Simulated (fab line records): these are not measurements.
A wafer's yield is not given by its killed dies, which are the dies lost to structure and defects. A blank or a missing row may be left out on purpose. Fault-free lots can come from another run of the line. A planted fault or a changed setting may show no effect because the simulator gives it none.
fab line records | flow gf180mcu
[record] lots = 14 wafers = 42 last-day = 34
route steps=602 shown VT_IMPLANT@131 V1@356 V3@444 TOP_METAL@570
lots that met no fault: from a run of the same line without faults
start-h: hours from the record's opening day to when the first of the lot's shown wafers began | wait-h: hours elapsed since this lot's preceding step | " unchanged from the row above | L1.1+2: a row that stands for several wafers | - either no value or no given start | * or withheld: withheld | < > ~ a bound
route shown NAME@n: names a module that has steps shown in the file, with the first one's number in the route | usual: average and standard deviation across the fault-free wafers | same: alike in all rows | chamber/n: place in a boat | sites: readings site by site | _std_site: the values' standard deviation | _edge_site: the outer-site mean with the inner-site mean subtracted | radius-mm: for every site, how far away it sits from the centre of the wafer | mask NAME#n: copy n | behind: the most recent tool/chamber to have shaped the wafer | hold: why the lot went on hold/how many hours it stayed there/how the hold came to an end | device: transistor that didn't switch, given as n, p or np | end of line: the route-end tests of the same wafers | a step with no rows: only its recipe | killed: dies that structure and defects cost at the first sort, which is not the same as the wafer's yield | map: per-die view of a wafer (x killed, . not killed, _ where there is no die)
set.NAME: the setting the step ran with; set.NAME@STEP: the setting that earlier step ran with | model.NAME: the simulator's own value behind a step, which no gauge read
the route's steps for a sample of lots (tables are steps, rows are wafers)
services: the hour from which a tool's chamber was out of use, counted from the record's first day as start-h (under 0 if before that day), plus the number of hours and why
[[steps]]
[step GF_VT_IMPLANT_IMPLANT_41]
[recipe] species = As energy-kev = 70 dose-cm2 = 1.013e+12 tilt-deg = 7
[usual] beam-energy-keV = 69.997/0.023 beam-on-s = 10.01/0.18 faraday-current-uA = 5.71/0.1 implant-ion-amu = 75/0
// columns lot.wafer tool chamber start-h wait-h beam-energy-keV beam-on-s faraday-current-uA implant-ion-amu
L595.1 implanter-04 0 164.01 0.0 70.023 10.31 5.53 75
L595.2 " 0 " " 70.028 10.00 5.73 75
L595.6 " 0 " " 70.032 9.72 5.88 75
L596.1 implanter-01 0 171.46 0.0 69.984 9.96 5.73 75
L596.2 " 0 " " 70.034 9.96 5.72 75
L596.5 " 0 " " 70.024 10.04 5.71 75
L597.2 implanter-02 0 178.53 0.0 69.984 10.20 5.62 75
L597.3 " 0 " " 70.017 10.36 5.51 75
L597.5 " 0 " " 70.002 9.81 5.82 75
L599.3 implanter-01 0 192.26 0.1 69.981 10.34 5.52 75
L599.4 " 0 " " 69.990 10.17 5.64 75
L599.6 " 0 " " 69.952 9.79 5.84 75
L600.1 implanter-01 0 195.21 0.0 69.978 10.29 5.58 75
L600.3 " 0 " " 69.964 10.16 5.64 75
L600.5 " 0 " " 69.960 10.11 5.64 75
L602.2 implanter-02 0 208.89 0.0 70.049 9.85 5.80 75
L602.3 " 0 " " 70.029 10.26 5.54 75
L602.4 " 0 " " 69.998 9.91 5.76 75
L604.2 implanter-01 0 224.83 0.0 69.995 10.02 5.70 75
L604.5 " 0 " " 69.974 10.14 5.64 75
L604.6 " 0 " " 69.993 10.17 5.60 75
L605.2 implanter-02 0 230.44 0.0 69.990 10.06 5.70 75
L605.3 " 0 " " 69.998 9.78 5.81 75
L605.4 " 0 " " 69.992 10.10 5.67 75
L606.2 implanter-04 0 233.84 0.0 69.987 9.87 5.80 75
L606.5 " 0 " " 69.984 10.11 5.65 75
L606.6 " 0 " " 69.999 9.92 5.73 75
L607.3 implanter-02 0 244.96 0.1 69.983 10.11 5.65 75
L607.5 " 0 " " 69.982 9.81 5.85 75
L607.6 " 0 " " 69.945 9.85 5.80 75
L608.1 implanter-01 0 250.26 0.0 69.977 10.21 5.56 75
L608.2 " 0 " " 69.962 9.97 5.73 75
L608.5 " 0 " " 69.988 10.03 5.67 75
L610.2 implanter-04 0 265.68 0.0 70.013 9.98 5.72 75
L610.4 " 0 " " 70.023 9.75 5.86 75
L610.5 " 0 " " 70.056 10.07 5.68 75
L616.1 implanter-04 - 307.61 0.0 - - - -
L616.3 " - " " - - - -
L616.5 " - " " - - - -
L617.1 implanter-01 - 309.51 0.0 - - - -
L617.3 " - " " - - - -
L617.6 " - " " - - - -
[step GF_VT_IMPLANT_TW_MEAS_43]
[usual] VT_IMPLANT_4_TW = 685/3.9
// columns lot.wafer tool chamber start-h wait-h VT_IMPLANT_4_TW
L595.1 film-metro-02 - 164.26 0.1 691
L595.2 " - " " 687
L595.6 " - " " 691
L596.1 film-metro-02 - 171.71 0.1 692
L596.2 " - " " 689
L596.5 " - " " 688
L597.2 film-metro-04 - 178.77 0.1 688
L597.3 " - " " 683
L597.5 " - " " 687
L599.3 film-metro-01 - 192.48 0.1 680
L599.4 " - " " 677
L599.6 " - " " 677
L600.1 film-metro-04 - 195.46 0.1 684
L600.3 " - " " 682
L600.5 " - " " 683
L602.2 film-metro-02 - 209.13 0.1 692
L602.3 " - " " 700
L602.4 " - " " 694
L604.2 film-metro-01 - 225.07 0.1 682
L604.5 " - " " 685
L604.6 " - " " 681
L605.2 film-metro-01 - 230.67 0.1 682
L605.3 " - " " 683
L605.4 " - " " 685
L606.2 film-metro-01 - 234.08 0.1 683
L606.5 " - " " 683
L606.6 " - " " 683
L607.3 film-metro-01 - 245.18 0.1 684
L607.5 " - " " 683
L607.6 " - " " 685
L608.1 film-metro-01 - 250.51 0.1 685
L608.2 " - " " 684
L608.5 " - " " 687
L610.2 film-metro-04 - 265.92 0.1 681
L610.4 " - " " 684
L610.5 " - " " 684
L616.1 film-metro-01 - 307.86 0.1 30
L616.3 " - " " 30
L616.5 " - " " 30
L617.1 film-metro-02 - 309.76 0.1 30
L617.3 " - " " 30
L617.6 " - " " 30
[step GF_V1_SPUTTER_21]
[recipe] material = Ti target-thk-nm = 15 chamber-pressure-pa = 5 power-w = 2500 substrate-temp-c = 200 time-s = 80.02
[usual] throttle-valve-pct = 30.2/0.93
// columns lot.wafer tool chamber start-h wait-h throttle-valve-pct
L595.1 pvd-sputter-04 - 419.04 0.0 29.1
L595.2 " - " " 30.5
L595.6 " - " " 30.8
L596.1 pvd-sputter-04 - 426.49 0.0 30.3
L596.2 " - " " 31.0
L596.5 " - " " 30.5
L597.2 pvd-sputter-02 - 441.75 0.0 29.1
L597.3 " - " " 29.1
L597.5 " - " " 29.2
L599.3 pvd-sputter-02 - 459.41 0.0 29.3
L599.4 " - " " 31.5
L599.6 " - " " 29.3
L600.1 pvd-sputter-04 - 461.73 0.0 30.4
L600.3 " - " " 30.8
L600.5 " - " " 30.5
L602.2 pvd-sputter-02 - 481.44 0.0 29.1
L602.3 " - " " 31.8
L602.4 " - " " 29.1
L604.2 pvd-sputter-04 - 503.86 0.0 30.2
L604.5 " - " " 30.9
L604.6 " - " " 29.3
L605.2 pvd-sputter-02 - 509.58 0.0 29.5
L605.3 " - " " 29.2
L605.4 " - " " 31.6
L606.2 pvd-sputter-04 - 516.28 0.0 31.0
L606.5 " - " " 30.2
L606.6 " - " " 30.7
L607.3 pvd-sputter-04 - 529.44 0.0 30.0
L607.5 " - " " 30.1
L607.6 " - " " 30.8
L608.1 pvd-sputter-01 - 535.54 0.0 29.7
L608.2 " - " " 31.1
L608.5 " - " " 30.4
L610.2 pvd-sputter-04 - 551.95 0.0 31.0
L610.4 " - " " 30.8
L610.5 " - " " 30.1
[step GF_V3_OVL_MEAS_15]
[usual] V3_OVL = 5/4.8
// columns lot.wafer tool chamber start-h wait-h V3_OVL[nm]
L595.1 overlay-02 - 518.75 0.1 5
L595.2 " - " " 3
L595.6 " - " " -4
L596.1 overlay-02 - 527.05 0.1 6
L596.2 " - " " 3
L596.5 " - " " 3
L597.2 overlay-01 - 540.64 0.1 9
L597.3 " - " " 1
L597.5 " - " " 8
L599.3 overlay-02 - 558.48 0.1 8
L599.4 " - " " 5
L599.6 " - " " 8
L600.1 overlay-02 - 560.09 0.1 11
L600.3 " - " " 10
L600.5 " - " " 5
L602.2 overlay-01 - 577.05 0.1 5
L602.3 " - " " -1
L602.4 " - " " 2
L604.2 overlay-01 - 597.84 0.1 3
L604.5 " - " " 1
L604.6 " - " " -4
L605.2 overlay-01 - 603.04 0.1 13
L605.3 " - " " 6
L605.4 " - " " 17
L606.2 overlay-02 - 610.20 0.1 6
L606.5 " - " " 3
L606.6 " - " " 5
L607.3 overlay-01 - 619.77 0.1 8
L607.5 " - " " -2
L607.6 " - " " 1
L608.1 overlay-02 - 626.79 0.1 5
L608.2 " - " " 7
L608.5 " - " " 11
L610.2 overlay-01 - 641.60 0.1 6
L610.4 " - " " 3
L610.5 " - " " 7
[step GF_TOP_METAL_SPUTTER_03]
[recipe] material = Ti target-thk-nm = 5 substrate-temp-c = 300 chamber-pressure-pa = 0.3 power-w = 3000 time-s = 3.3
[usual] throttle-valve-pct = 30.0/1
// columns lot.wafer tool chamber start-h wait-h throttle-valve-pct
L595.1 pvd-sputter-02 - 635.91 0.0 29.3
L595.2 " - " " 31.7
L595.6 " - " " 31.7
L596.1 pvd-sputter-01 - 641.69 0.0 31.3
L596.2 " - " " 29.6
L596.5 " - " " 28.2
L597.2 pvd-sputter-02 - 655.31 0.0 29.1
L597.3 " - " " 30.3
L597.5 " - " " 31.5
L599.3 pvd-sputter-02 - 669.58 0.0 30.2
L599.4 " - " " 31.4
L599.6 " - " " 30.3
L600.1 pvd-sputter-01 - 671.41 0.0 29.9
L600.3 " - " " 28.7
L600.5 " - " " 28.2
L602.2 pvd-sputter-02 - 684.72 0.0 31.6
L602.3 " - " " 29.1
L602.4 " - " " 30.4
L604.2 pvd-sputter-01 - 703.43 0.0 30.1
L604.5 " - " " 30.1
L604.6 " - " " 28.3
L605.2 pvd-sputter-02 - 708.84 0.0 32.0
L605.3 " - " " 29.3
L605.4 " - " " 30.4
L606.2 pvd-sputter-01 - 715.35 0.0 31.3
L606.5 " - " " 31.2
L606.6 " - " " 29.6
L607.3 pvd-sputter-02 - 722.45 0.0 30.2
L607.5 " - " " 29.3
L607.6 " - " " 30.3
L608.1 pvd-sputter-01 - 730.12 0.0 28.1
L608.2 " - " " 29.6
L608.5 " - " " 31.5
L610.2 pvd-sputter-03 - 741.42 0.0 30.5
L610.4 " - " " 29.6
L610.5 " - " " 30.8
[[services]]
// columns tool chamber start-h hours kind
pvd-sputter-02 - 174.16 38.2 repair
implanter-01 - 198.65 2.7 repair
pvd-sputter-02 - 238.78 34.9 repair
implanter-01 - 241.18 4.8 pm
implanter-01 - 251.80 2.2 repair
pvd-sputter-02 - 270.85 3.1 repair
pvd-sputter-02 - 305.62 1.0 repair
implanter-01 - 306.29 1.9 repair
pvd-sputter-01 - 318.17 1.7 repair
implanter-01 - 349.99 10.7 repair
pvd-sputter-02 - 391.91 7.3 repair
implanter-01 - 396.78 2.1 repair
implanter-01 - 449.84 5.1 pm
implanter-01 - 498.18 0.8 repair
implanter-01 - 534.81 4.1 repair
pvd-sputter-01 - 535.85 1.7 repair
pvd-sputter-01 - 538.07 1.2 repair
pvd-sputter-01 - 548.95 46.6 repair
implanter-01 - 589.76 0.6 repair
implanter-01 - 622.61 3.1 repair
implanter-01 - 709.10 11.9 repair
pvd-sputter-04 - 713.02 7.0 repair
pvd-sputter-02 - 727.29 4.4 repair
implanter-01 - 730.83 3.3 pm
[[key]]
[first-sign] step = GF_VT_IMPLANT_IMPLANT_41 reading = tool-record direction = missing
[effect] step = GF_VT_IMPLANT_TW_MEAS_43 reading = VT_IMPLANT_4_TW direction = down sigmas = 99+ usual = 685 struck = 30
met-at GF_VT_IMPLANT_IMPLANT_41
struck-lots L616,L617
later-rows-left-out L616.1,L616.3,L616.5,L617.1,L617.3,L617.6
sort-left-out L616.1,L616.3,L616.5,L617.1,L617.3,L617.6
tester-left-out L616,L617
not-acting-at GF_V1_SPUTTER_21,GF_V3_OVL_MEAS_15,GF_TOP_METAL_SPUTTER_03
onset-between 265.68 307.61
[fault] kind = skipped-step-whole tool = implanter-01,implanter-04 chamber = - onset-h = 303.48 steps = GF_VT_IMPLANT_IMPLANT_41 scope = struck-lots-only
// tester-left-out: of these lots the tester's yield and bins aren't shown, on N5 and GAA mostly nor the transistor test; their killed dies are dies lost to structure and defects alone, not to doping, threshold or leakage, so they don't give the yield
// sort-left-out: the simulated sort isn't trusted on such a fault, so these wafers' sort isn't shown, and their yield isn't known
// later-rows-left-out: the simulator's readings of these wafers behind a module that went badly wrong aren't trusted and aren't shown, but for the sort
